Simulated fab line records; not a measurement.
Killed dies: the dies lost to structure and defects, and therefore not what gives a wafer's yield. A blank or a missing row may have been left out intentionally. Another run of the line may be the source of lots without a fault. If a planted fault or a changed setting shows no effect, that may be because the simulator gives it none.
A single fault, viewed from 2 desks || flow sky130 || every desk sees just its own numbers, and what lay behind them comes last

METROLOGY DESK
Lot by lot, what the gauges showed, no matter which tool ran the lot: averages of those sampled wafers that carry a number. The brackets show how far a lot's mean lies from the usual mean; more than 4 standard deviations puts the lot out of limits, marked OUT.
Columns: A = cd_nm at SKY_VT_ADJUST_HVTP_CD_MEAS_07, usual 378.6 nm; B = cd_nm at SKY_SONOS_ONO_CD_MEAS_13, usual 410.5 nm; C = CAPM_TIN_RS at SKY_CAPM_RS_MEAS_03, usual 6.96 ohm/sq; D = CAPM_TIN_THK at SKY_CAPM_THK_MEAS_04, usual 198.3 nm
{"lot": "L244", "first seen here": "day 6 04:01", "A": 380.1, "B": 408.8, "C": 7.03, "D": 196.6}
{"lot": "L245", "first seen here": "day 6 14:47", "A": 381.4, "B": 412.5, "C": 6.82, "D": 202.7}
{"lot": "L253", "first seen here": "day 8 14:28", "A": 380.1, "B": 412.4, "C": 6.83, "D": 203.0}
{"lot": "L257", "first seen here": "day 9 13:26", "A": 372.1, "B": 412.0, "C": 6.91, "D": 200.3}
{"lot": "L260", "first seen here": "day 10 09:56", "A": 384.8, "B": 410.8, "C": 6.97, "D": 198.8}
{"lot": "L263", "first seen here": "day 11 00:48", "A": 379.0, "B": 409.8, "C": 6.95, "D": 199.5}
{"lot": "L264", "first seen here": "day 11 10:16", "A": 379.7, "B": 410.5, "C": 6.97, "D": 199.5}
{"lot": "L265", "first seen here": "day 11 16:41", "A": 379.6, "B": 410.0, "C": 6.91, "D": 200.5}
{"lot": "L266", "first seen here": "day 11 21:19", "A": 378.7, "B": 415.3, "C": 6.95, "D": 199.2}
{"lot": "L267", "first seen here": "day 12 01:33", "A": 376.3, "B": 411.0, "C": 6.88, "D": 201.1}
Finding of this desk: none of the 10 lots has anything out of limits.

THE TOOL OWNER'S DESK: pvd_sputter-04
The tool's own readings at SKY_CAPM_SPUTTER_02 (material TiN, target thk 200 nm, time 166.7 s): means of the sampled wafers that have a number, for each lot that ran on this tool. The brackets show how far a lot's mean lies from the usual mean; more than 4 standard deviations puts the lot out of limits, marked OUT.
Columns: A = cathode_dc_power_W at SKY_CAPM_SPUTTER_02, usual 6500.0 W; B = throttle_valve_pct at SKY_CAPM_SPUTTER_02, usual 30.0 %
{"lot": "L244", "first seen here": "day 36 22:02", "A": 6500.8, "B": 29.5}
{"lot": "L253", "first seen here": "day 39 11:49", "A": 6498.9, "B": 30.4}
{"lot": "L263", "first seen here": "day 42 04:26", "A": 6500.3, "B": 29.1}
Finding of this desk: none of the 3 lots has anything out of limits.

PUT TOGETHER
Nothing out of limits was seen by the metrology desk.
The tool owner's desk saw nothing out of limits.

WHAT THE SIMULATOR HAD PUT IN
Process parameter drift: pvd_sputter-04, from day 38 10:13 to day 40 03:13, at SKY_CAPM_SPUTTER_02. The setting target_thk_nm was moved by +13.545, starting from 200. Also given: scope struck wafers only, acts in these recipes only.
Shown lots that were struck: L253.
